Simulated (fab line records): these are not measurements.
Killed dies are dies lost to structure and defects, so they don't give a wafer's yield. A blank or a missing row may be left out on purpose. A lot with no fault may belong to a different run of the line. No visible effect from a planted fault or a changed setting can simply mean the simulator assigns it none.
A lot that was struck, set against a sound lot + flow sky130 + 15 out of 708 route steps
Sound: these wafers, L364.2, L364.5, L364.6. Struck: wafer L359.2 (left out: L359.1, L359.6 of the same lot, which were not struck); the cause appears at the end.
At each step with rows: each side's tool, then ch and its chambers, then its first start. Under that, the readings that differ: sound wafers + struck wafers + difference of the means + sigmas: that difference in standard deviations of wafers without a fault.
alike: same words and numbers on both sides, and readings whose means sit less than 2 such deviations apart. not compared: any withheld reading, any reading some wafer has no value for, any bound like >300 that may hide the same value, and any number with overlapping values for which the record gives no deviation.
A row with sigmas, a row that says differs or no value, or rows on one side alone: a step with any of these is where the two part. Non-overlapping numbers with no deviation appear without sigmas and do not part them. A reading that every wafer of one side lacks parts them only if that side has two wafers or more.

first, 8 steps without rows for these wafers: SKY_FIELD_ISO_DEHYDRATE_05 (time 60 s); SKY_FIELD_ISO_HMDS_06 (prime time 60 s); SKY_FIELD_ISO_COAT_07 (resist thk 60 nm); SKY_FIELD_ISO_COAT_08 (resist thk 450 nm); SKY_FIELD_ISO_SOFTBAKE_09 (time 90 s); SKY_FIELD_ISO_EXPOSE_10 (exposes mask FOM, target cd 150 nm); SKY_FIELD_ISO_PEB_11; SKY_FIELD_ISO_DEVELOP_12 (develop time 60 s).
SKY_FIELD_ISO_CD_MEAS_13: the cd target is 150 nm.
  sound: cdSem-01 at day 6 17:40; struck: cdSem-01 at day 5 16:56
  alike: cdNm
SKY_FIELD_ISO_ETCH_14: etches BARC in N2/H2, stops on SiO2, time 45.9 s, target depth 60 nm.
  sound on rieDiel-04 ch 0,1, day 6 17:46; struck on rieDiel-04 ch 2, day 5 17:04
  alike: biasW, drypumpMotorCurrentA, oesProductAu, runLengthS, throttleValvePct
  not compared: rfHoursCounterH
SKY_FIELD_ISO_ETCH_15: etches the open film in CHF3/O2, stops on Si, target depth 180 nm, time 72 s.
  sound on rieDiel-04 ch 0,1, day 6 17:48; struck on rieDiel-04 ch 2, day 5 17:06
  alike: biasW, drypumpMotorCurrentA, oesProductAu, runLengthS, throttleValvePct
  not compared: rfHoursCounterH
SKY_FIELD_ISO_STRIP_16: strips in O2/N2.
  sound on plasmaAsher-02 ch 0,1, day 6 17:52; struck on plasmaAsher-04 ch 0, day 5 17:10
| reading                  | sound          | struck | difference | sigmas |
|--------------------------|----------------|--------|------------|--------|
| stripTimeToEndpointS (s) | 3.53 3.53 3.54 | 3.46   | -0.07      | -2     |
  alike: drypumpMotorCurrentA, oesProductAu
  not compared: rfHoursCounterH
SKY_FIELD_ISO_ETCH_17: etches Si in HBr/Cl2/O2, target depth 342 nm, time 97.7 s.
  sound on rieSi-01 ch 0,2,3, day 6 17:58; struck on rieSi-02 ch 0, day 5 17:16
| reading                             | sound             | struck | difference | sigmas |
|-------------------------------------|-------------------|--------|------------|--------|
| runLengthS (s)                      | 126.6 125.1 125.9 | 111.5  | -14.4      | -28    |
| model.FIELD_ISO.featureDepthNm (nm) | 335 336.2 343.2   | 289.6  | -48.5      |        |
| model.etch.depthNm (nm)             | 335 336.2 343.2   | 289.6  | -48.5      |        |
  alike: drypumpMotorCurrentA, heBacksideLeakSccm, oesProductAu, throttleValvePct
  not compared: biasW, rfHoursCounterH
then, 1 step without rows for these wafers: SKY_FIELD_ISO_WET_ETCH_18 (etches Si3N4 in H3PO4, target depth 25 nm, time 286 s).
-- the record jumps here: 44 days lie between the struck wafers' starts before and after (it left off in module FIELD_ISO and takes up again in module PAD_OPEN, whose first step shown is number 708 of the route) --
SKY_PAD_OPEN_PROBE_99:
  sound: prober-02 at day 50 06:17; struck: prober-02 at day 49 12:43
| reading                               | sound                         | struck    | difference | sigmas |
|---------------------------------------|-------------------------------|-----------|------------|--------|
| model.etest.res_p_drift_20v.lineOhmUm | 1.104e+04 1.096e+04 1.153e+04 | 9646      | -1531      |        |
| model.etest.res_p_drift_20v.rsOhmSq   | 9163 9258 9555                | 8130      | -1195      |        |
| model.etest.pfet_16v.rOnOhmUm         | 1.492e+04 1.504e+04 1.537e+04 | 1.381e+04 | -1.300e+03 |        |
| model.etest.resIsoPwell.rsOhmSq       | 3075 3111 3232                | 2289      | -850       |        |
| model.etest.resIsoPwell.lineOhmUm     | 1148 1156 1233                | 866.9     | -312.1     |        |
| model.etest.resNwell.lineOhmUm        | 1194 1190 1198                | 975.6     | -218.4     |        |
| model.etest.resNwell.rsOhmSq          | 989.9 992.5 1007              | 815.3     | -181.2     |        |
| model.etest.pfet_16v.driveUaUm        | 247.3 245.8 244.5             | 259.8     | +13.9      |        |
  alike: killed_at_M0_to_M3, killed_at_M4_up, killedAtContacts, killedAtFrontEnd, killedAtOther, killedDies, killedOpen, killedShort

## WHERE THEY PART
Earliest at SKY_FIELD_ISO_STRIP_16; latest, in this record, at SKY_FIELD_ISO_ETCH_17. Later steps at which nothing parts them and some readings are alike: SKY_PAD_OPEN_PROBE_99.

WHY: what the simulator had put in
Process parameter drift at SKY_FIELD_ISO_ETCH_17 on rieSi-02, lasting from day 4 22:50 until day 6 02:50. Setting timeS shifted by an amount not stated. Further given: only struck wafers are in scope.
